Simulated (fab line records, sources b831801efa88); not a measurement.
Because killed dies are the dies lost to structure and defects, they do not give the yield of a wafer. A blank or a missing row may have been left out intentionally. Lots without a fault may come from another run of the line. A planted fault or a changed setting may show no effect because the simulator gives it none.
Check of tool commonality :: flow gf180mcu :: 14 lots and 42 wafers in the sample

== REASON FOR OPENING ==
At GF_LVPWELL_TW_MEAS_11 the reading LVPWELL_TW is flagged on 2 of 14 lots. Wafers without a fault read 559, standard deviation 3.7.
Rule: a lot is flagged in two cases, either no wafer of it has a number, or all its wafers with numbers fall more than 4 standard deviations from that mean. All remaining lots are regarded as sound.

lot: L969
measured: day 3 23:13
on: film metro-02
LVPWELL_TW, wafer by wafer: 557 557 556
flag: 

lot: L970
measured: day 4 03:06
on: film metro-04
LVPWELL_TW, wafer by wafer: 562 559 561
flag: 

lot: L971
measured: day 4 08:13
on: film metro-04
LVPWELL_TW, wafer by wafer: 563 561 563
flag: 

lot: L974
measured: day 5 00:59
on: film metro-02
LVPWELL_TW, wafer by wafer: 556 556 553
flag: 

lot: L975
measured: day 5 06:25
on: film metro-02
LVPWELL_TW, wafer by wafer: 555 556 553
flag: 

lot: L976
measured: day 5 11:44
on: film metro-02
LVPWELL_TW, wafer by wafer: 555 556 553
flag: 

lot: L977
measured: day 5 18:17
on: film metro-04
LVPWELL_TW, wafer by wafer: 30 30 30
flag: FLAGGED

lot: L978
measured: day 5 23:21
on: film metro-04
LVPWELL_TW, wafer by wafer: 30 30 30
flag: FLAGGED

lot: L979
measured: day 6 03:35
on: film metro-01
LVPWELL_TW, wafer by wafer: 558 555 554
flag: 

lot: L981
measured: day 6 17:01
on: film metro-01
LVPWELL_TW, wafer by wafer: 555 553 554
flag: 

lot: L987
measured: day 8 02:38
on: film metro-01
LVPWELL_TW, wafer by wafer: 554 554 553
flag: 

lot: L988
measured: day 8 08:16
on: film metro-04
LVPWELL_TW, wafer by wafer: 561 559 560
flag: 

lot: L990
measured: day 8 21:53
on: film metro-04
LVPWELL_TW, wafer by wafer: 560 561 561
flag: 

lot: L992
measured: day 9 06:59
on: film metro-04
LVPWELL_TW, wafer by wafer: 565 564 565
flag: 
The numbers of the flagged lots are 30 on average: -529 against the usual, or -99 or more standard deviations.

== TOOL THAT RAN EACH LOT ==
2 process steps preceding the reading are held in the record, out of 602 steps in the route. Read each cell as the tool, then ch plus the chambers that the sampled wafers visited, then the start.
lot: L969
flag: 
GF_NWELL_STRIP_10: plasma asher-02 ch 0,1, day 3 10:01
GF_LVPWELL_STRIP_10: plasma asher-02 ch 0,1, day 3 23:07

lot: L970
flag: 
GF_NWELL_STRIP_10: plasma asher-01 ch 0,1, day 3 13:37
GF_LVPWELL_STRIP_10: plasma asher-03 ch 0,1, day 4 02:59

lot: L971
flag: 
GF_NWELL_STRIP_10: plasma asher-01 ch 0,1, day 3 18:40
GF_LVPWELL_STRIP_10: plasma asher-01 ch 0,1, day 4 08:07

lot: L974
flag: 
GF_NWELL_STRIP_10: plasma asher-04 ch 0,1, day 4 10:56
GF_LVPWELL_STRIP_10: plasma asher-03 ch 0,1, day 5 00:53

lot: L975
flag: 
GF_NWELL_STRIP_10: plasma asher-04 ch 0,1, day 4 16:05
GF_LVPWELL_STRIP_10: plasma asher-02 ch 0,1, day 5 06:19

lot: L976
flag: 
GF_NWELL_STRIP_10: plasma asher-04 ch 0,1, day 4 21:13
GF_LVPWELL_STRIP_10: plasma asher-02 ch 0,1, day 5 11:38

lot: L977
flag: FLAGGED
GF_NWELL_STRIP_10: plasma asher-04 ch 0,1, day 5 03:32
GF_LVPWELL_STRIP_10: plasma asher-03 ch 0,1, day 5 18:11

lot: L978
flag: FLAGGED
GF_NWELL_STRIP_10: plasma asher-02 ch 0, day 5 08:38
GF_LVPWELL_STRIP_10: plasma asher-02 ch 0, day 5 23:14

lot: L979
flag: 
GF_NWELL_STRIP_10: plasma asher-02 ch 0,1, day 5 13:08
GF_LVPWELL_STRIP_10: plasma asher-01 ch 0,1, day 6 03:29

lot: L981
flag: 
GF_NWELL_STRIP_10: plasma asher-04 ch 0,1, day 6 01:14
GF_LVPWELL_STRIP_10: plasma asher-01 ch 0,1, day 6 16:55

lot: L987
flag: 
GF_NWELL_STRIP_10: plasma asher-04 ch 1, day 7 10:32
GF_LVPWELL_STRIP_10: plasma asher-02 ch 0,1, day 8 02:32

lot: L988
flag: 
GF_NWELL_STRIP_10: plasma asher-04 ch 0,1, day 7 16:02
GF_LVPWELL_STRIP_10: plasma asher-02 ch 0, day 8 08:10

lot: L990
flag: 
GF_NWELL_STRIP_10: plasma asher-04 ch 0,1, day 8 04:35
GF_LVPWELL_STRIP_10: plasma asher-02 ch 0,1, day 8 21:47

lot: L992
flag: 
GF_NWELL_STRIP_10: plasma asher-02 ch 0,1, day 8 13:08
GF_LVPWELL_STRIP_10: plasma asher-03 ch 0,1, day 9 06:53
What these steps do:
- GF_NWELL_STRIP_10: strips in O2/N2.
- GF_LVPWELL_STRIP_10: strips in O2/N2.
- GF_LVPWELL_TW_MEAS_11

== FLAGGED OVER TOTAL, TOOL BY TOOL (the gauges that took the reading come last) ==
step: GF_NWELL_STRIP_10
tool: plasma asher-01
lots run: 2
flagged: 0
share of the flagged lots: none
sound lots run after its first flagged lot: -

step: GF_NWELL_STRIP_10
tool: plasma asher-02
lots run: 4
flagged: 1
share of the flagged lots: some
sound lots run after its first flagged lot: 2 (L979,L992)

step: GF_NWELL_STRIP_10
tool: plasma asher-04
lots run: 8
flagged: 1
share of the flagged lots: some
sound lots run after its first flagged lot: 4 (L981,L987,L988,L990)

step: GF_LVPWELL_STRIP_10
tool: plasma asher-01
lots run: 3
flagged: 0
share of the flagged lots: none
sound lots run after its first flagged lot: -

step: GF_LVPWELL_STRIP_10
tool: plasma asher-02
lots run: 7
flagged: 1
share of the flagged lots: some
sound lots run after its first flagged lot: 3 (L987,L988,L990)

step: GF_LVPWELL_STRIP_10
tool: plasma asher-03
lots run: 4
flagged: 1
share of the flagged lots: some
sound lots run after its first flagged lot: 1 (L992)

step: GF_LVPWELL_TW_MEAS_11
tool: film metro-01
lots run: 3
flagged: 0
share of the flagged lots: none
sound lots run after its first flagged lot: -

step: GF_LVPWELL_TW_MEAS_11
tool: film metro-02
lots run: 4
flagged: 0
share of the flagged lots: none
sound lots run after its first flagged lot: -

step: GF_LVPWELL_TW_MEAS_11
tool: film metro-04
lots run: 7
flagged: 2
share of the flagged lots: all
sound lots run after its first flagged lot: 3 (L988,L990,L992)

== WHAT IS ALLOWED BY THE TABLE ==
Rows of the table that ran each flagged lot: 1, that is film metro-04 at GF_LVPWELL_TW_MEAS_11.
- film metro-04 at GF_LVPWELL_TW_MEAS_11 ran 7 lots, 2 of them flagged. After the first flagged lot (L988, L990, L992), sound lots still ran on it; a lasting fault on the whole tool would not permit that.
Every row of the table either missed a flagged lot or ran a sound lot after the first.

== WHAT WAS PUT IN BY THE SIMULATOR ==
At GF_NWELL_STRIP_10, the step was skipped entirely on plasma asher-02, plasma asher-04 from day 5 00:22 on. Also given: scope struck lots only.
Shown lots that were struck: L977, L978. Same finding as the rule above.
